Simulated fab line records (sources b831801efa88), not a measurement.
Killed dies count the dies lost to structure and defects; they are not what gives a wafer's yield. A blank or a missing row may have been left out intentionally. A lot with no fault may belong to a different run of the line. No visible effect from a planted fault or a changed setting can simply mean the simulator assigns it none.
Lot-split experiment || flow gf180mcu || route with 602 steps; 5 lots, 23 wafers read

## THE SPLIT ITSELF
At GF_V4_PEB_12 (peb time 90 s), the setting pebTimeS was moved away from the recipe's 90 s on 12 of the 23 wafers read, by -14.3% to +6.4%. All remaining wafers had this setting at the recipe value.

## FROM SPLIT TO READING: 1 step shown by the file between the two
- GF_V4_DEVELOP_13: develop time 60 s

## THE READING
Shown in nm: cdNm at GF_V4_CD_MEAS_14, with target cd 260 nm. Typical for fault-free wafers on this fab line: 259.6 nm, with standard deviation 1.3 nm.

{"wafer": "L075.2", "tool, chamber at the split": "lithoTrack-01, 0", "pebTimeS as run, s": 77.1, "against the recipe": "-14.3%", "cdNm, nm": 254.3, "against lot-mates on the recipe": -4.3}
{"wafer": "L075.3", "tool, chamber at the split": "lithoTrack-01, 0", "pebTimeS as run, s": 77.1, "against the recipe": "-14.3%", "cdNm, nm": 254.9, "against lot-mates on the recipe": -3.7}
{"wafer": "L075.4", "tool, chamber at the split": "lithoTrack-01, 0", "pebTimeS as run, s": 90, "against the recipe": "recipe", "cdNm, nm": 258.7, "against lot-mates on the recipe": "-"}
{"wafer": "L075.5", "tool, chamber at the split": "lithoTrack-01, 0", "pebTimeS as run, s": 90, "against the recipe": "recipe", "cdNm, nm": 258.5, "against lot-mates on the recipe": "-"}
{"wafer": "L075.6", "tool, chamber at the split": "lithoTrack-01, 0", "pebTimeS as run, s": 77.1, "against the recipe": "-14.3%", "cdNm, nm": 254.0, "against lot-mates on the recipe": -4.6}
{"wafer": "L078.1", "tool, chamber at the split": "lithoTrack-03, 0", "pebTimeS as run, s": 90, "against the recipe": "recipe", "cdNm, nm": 259.6, "against lot-mates on the recipe": "-"}
{"wafer": "L078.2", "tool, chamber at the split": "lithoTrack-03, 0", "pebTimeS as run, s": 90, "against the recipe": "recipe", "cdNm, nm": 259.8, "against lot-mates on the recipe": "-"}
{"wafer": "L078.3", "tool, chamber at the split": "lithoTrack-03, 0", "pebTimeS as run, s": 77.69, "against the recipe": "-13.7%", "cdNm, nm": 255.5, "against lot-mates on the recipe": -4.2}
{"wafer": "L078.5", "tool, chamber at the split": "lithoTrack-03, 0", "pebTimeS as run, s": 77.69, "against the recipe": "-13.7%", "cdNm, nm": 255.4, "against lot-mates on the recipe": -4.3}
{"wafer": "L078.6", "tool, chamber at the split": "lithoTrack-03, 0", "pebTimeS as run, s": 77.69, "against the recipe": "-13.7%", "cdNm, nm": 255.6, "against lot-mates on the recipe": -4.1}
{"wafer": "L079.1", "tool, chamber at the split": "lithoTrack-01, 0", "pebTimeS as run, s": 95.75, "against the recipe": "+6.4%", "cdNm, nm": 263.8, "against lot-mates on the recipe": "+1.1"}
{"wafer": "L079.2", "tool, chamber at the split": "lithoTrack-01, 0", "pebTimeS as run, s": 95.75, "against the recipe": "+6.4%", "cdNm, nm": 263.6, "against lot-mates on the recipe": "+0.9"}
{"wafer": "L079.3", "tool, chamber at the split": "lithoTrack-01, 0", "pebTimeS as run, s": 90, "against the recipe": "recipe", "cdNm, nm": 263.7, "against lot-mates on the recipe": "-"}
{"wafer": "L079.5", "tool, chamber at the split": "lithoTrack-01, 0", "pebTimeS as run, s": 90, "against the recipe": "recipe", "cdNm, nm": 261.8, "against lot-mates on the recipe": "-"}
{"wafer": "L079.6", "tool, chamber at the split": "lithoTrack-01, 0", "pebTimeS as run, s": 95.75, "against the recipe": "+6.4%", "cdNm, nm": 261.7, "against lot-mates on the recipe": -1.1}
{"wafer": "L080.2", "tool, chamber at the split": "lithoTrack-03, 0", "pebTimeS as run, s": 90, "against the recipe": "recipe", "cdNm, nm": 259.0, "against lot-mates on the recipe": "-"}
{"wafer": "L080.5", "tool, chamber at the split": "lithoTrack-03, 0", "pebTimeS as run, s": 90, "against the recipe": "recipe", "cdNm, nm": 260.5, "against lot-mates on the recipe": "-"}
{"wafer": "L080.6", "tool, chamber at the split": "lithoTrack-03, 0", "pebTimeS as run, s": 90, "against the recipe": "recipe", "cdNm, nm": 259.4, "against lot-mates on the recipe": "-"}
{"wafer": "L083.1", "tool, chamber at the split": "lithoTrack-02, 0", "pebTimeS as run, s": 85.97, "against the recipe": "-4.5%", "cdNm, nm": 257.2, "against lot-mates on the recipe": -2.1}
{"wafer": "L083.2", "tool, chamber at the split": "lithoTrack-02, 0", "pebTimeS as run, s": 90, "against the recipe": "recipe", "cdNm, nm": 259.5, "against lot-mates on the recipe": "-"}
{"wafer": "L083.3", "tool, chamber at the split": "lithoTrack-02, 0", "pebTimeS as run, s": 85.97, "against the recipe": "-4.5%", "cdNm, nm": 256.8, "against lot-mates on the recipe": -2.5}
{"wafer": "L083.4", "tool, chamber at the split": "lithoTrack-02, 0", "pebTimeS as run, s": 90, "against the recipe": "recipe", "cdNm, nm": 259.1, "against lot-mates on the recipe": "-"}
{"wafer": "L083.5", "tool, chamber at the split": "lithoTrack-02, 0", "pebTimeS as run, s": 85.97, "against the recipe": "-4.5%", "cdNm, nm": 258.0, "against lot-mates on the recipe": -1.3}

FIT RESULTS
A straight line over all 23 wafers: cdNm changes by +0.383 nm for each +1% of pebTimeS; r = +0.91; the points scatter about the line by 1.3 nm.
The same after taking each lot's own level away (the mean of its wafers on the recipe; 23 wafers): +0.258 nm for each +1%; r = +0.92; scatter 0.76 nm.
The reading moves by 3.7 nm for the largest change in pebTimeS, on that fit.
Across the lots, their own levels run from 258.60 to 262.75 nm, a range of 3.2 times the standard deviation given above.
Thus the slope moves with the lot-to-lot level: the two fits are different.
Check: for one of the wafers moved furthest among these (-14.3%), held out of the fit, the line's prediction against its lot-mates is -4.1 nm. Against them it came out at -4.3 nm.

## THE OTHER SPLITS THESE WAFERS WENT THROUGH
Before the reading, these wafers also passed through other splits. Each is held against what the fit with the lots' levels taken away leaves over:
{"other split on the same wafers": "GF_M3_SPUTTER_02 chamberPressurePa", "wafers away from the commonest value": 18, "r with cdNm (lot level and that fit taken away)": -0.09}
{"other split on the same wafers": "GF_V3_CVD_00 sih4FlowSccm", "wafers away from the commonest value": 9, "r with cdNm (lot level and that fit taken away)": "+0.19"}
{"other split on the same wafers": "GF_V3_SPUTTER_22 timeS", "wafers away from the commonest value": 4, "r with cdNm (lot level and that fit taken away)": -0.06}
{"other split on the same wafers": "GF_V4_COAT_09 resistThkNm", "wafers away from the commonest value": 6, "r with cdNm (lot level and that fit taken away)": -0.34}

## THE FILE'S OWN FIT
cdNm changes by +0.282 nm for each +1% of pebTimeS, r = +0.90.
